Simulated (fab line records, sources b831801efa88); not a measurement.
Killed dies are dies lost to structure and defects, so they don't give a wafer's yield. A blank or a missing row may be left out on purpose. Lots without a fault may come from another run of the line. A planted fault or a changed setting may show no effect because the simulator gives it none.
Which tool did it? | flow sky130 | 6 lots, 18 wafers sampled, at 2 steps of a route of 708

WHAT THE GAUGES READ, wafer by wafer
SKY_VT_ADJUST_PCH_TW_MEAS_10.
lot  | measured     | on            | VT_ADJUST_PCH_TW
L212 | day 11 11:23 | film_metro-01 | 140.9 141.4 140.5
L214 | day 12 17:11 | film_metro-03 | 143.4 143.3 142.8
L217 | day 12 23:41 | film_metro-04 | 142.3 142.6 142.7
L219 | day 13 21:42 | film_metro-03 | 143.8 143.3 143.4
L224 | day 15 03:51 | film_metro-01 | 168.4 169.0 168.5
L229 | day 16 22:31 | film_metro-04 | 173.2 173.4 174.0

WHICH TOOL RAN EACH LOT (tool, then ch and the chambers of the sampled wafers, then the start)
lot  | SKY_VT_ADJUST_PCH_IMPLANT_08
L212 | implanter-04 ch 0, day 11 11:10
L214 | implanter-01 ch 0, day 12 16:58
L217 | implanter-01 ch 0, day 12 23:26
L219 | implanter-02 ch 0, day 13 21:27
L224 | implanter-04 ch 0, day 15 03:17
L229 | implanter-04 ch 0, day 16 21:57
- SKY_VT_ADJUST_PCH_IMPLANT_08

THE ANSWER, worked out from the rows above alone
Rule: what is usual is taken from the lots themselves. Put in order of their means at a reading, lots are off if they are a third of the lots or fewer, leave a main group of 4 or more, and stand apart from it by a gap of 3 or more times the standard deviation of the main group's means; of several such gaps the widest counts. A main group whose means are all the same, to the digits that the tables above print for the reading, isn't used. A lot without any number at a reading at which 4 lots or more have one is off too. The other lots that the step has rows for count as sound.
Off: L224, L229, at SKY_VT_ADJUST_PCH_TW_MEAS_10 (VT_ADJUST_PCH_TW). The main group: mean 142.5, standard deviation 0.99.
A tool fits if, at a process step before that reading, it ran every lot that is off, and no sound lot after the first of them. The gauges at SKY_VT_ADJUST_PCH_TW_MEAS_10 are tried like those tools. One fits: implanter-04 at SKY_VT_ADJUST_PCH_IMPLANT_08. Its last sound lot is L212 (day 11 11:10), its first lot that is off L224 (day 15 03:17): a fault that began between those two fits.

WHAT THE SIMULATOR HAD PUT IN
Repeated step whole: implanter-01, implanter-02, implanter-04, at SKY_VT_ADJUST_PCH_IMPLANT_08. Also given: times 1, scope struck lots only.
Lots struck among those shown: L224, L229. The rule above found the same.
